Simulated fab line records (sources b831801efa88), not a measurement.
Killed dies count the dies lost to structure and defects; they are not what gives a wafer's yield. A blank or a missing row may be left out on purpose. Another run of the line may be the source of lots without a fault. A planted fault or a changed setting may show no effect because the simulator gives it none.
Matching of chambers -- flow sky130 -- 3 sister chambers for SKY_CONTACT_HDPCVD_02 on hdpcvd-01
The step deposits SiO2, target thk 565 nm, time 94.2 s. 6 wafers are shown with their chamber, then 7 later ones without.

== WAFERS WITH THEIR CHAMBER ==
wafer,chamber,run_length_s (s)
L916.6,1,122.7
L917.1,1,122.1
L918.5,0,122.3
L918.6,2,122.3
L919.5,2,122.7
L919.6,0,121.9

== WAFERS WHOSE CHAMBER IS MISSING ==
wafer,run_length_s (s)
L922.2,121.7
L922.3,120.3
L922.5,122.5
L923.2,122.1
L930.1,123.1
L930.3,121.7
L930.6,122.6

== THE CHAMBER EACH PASSED THROUGH ==
wafer,from the rows above,in truth
L922.2,can't be placed: 0 or 1 or 2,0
L922.3,can't be placed: 0 or 1 or 2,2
L922.5,can't be placed: 2 or 1 or 0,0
L923.2,can't be placed: 0 or 1 or 2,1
L930.1,can't be placed: 2 or 1 or 0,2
L930.3,can't be placed: 0 or 1 or 2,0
L930.6,can't be placed: 2 or 1 or 0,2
Correct placement for 0 of the 7. Not placeable from these rows: 7 (in 7, the candidates include the true chamber). Number placed wrongly: 0.
How it was worked out, from the rows above alone: a wafer's distance from a chamber is the root of the sum, over the readings, of the square of ((its reading less the chamber's mean) divided by the reading's scatter). If the next closest chamber is less than 2 further off than the closest, the wafer can't be placed; otherwise it belongs to the closest. The mean given for a chamber averages the wafers shown for that chamber. The scatter is the square root of a quotient: the sum, over the shown wafers, of each reading's squared deviation from its chamber's mean, divided by wafers minus chambers.
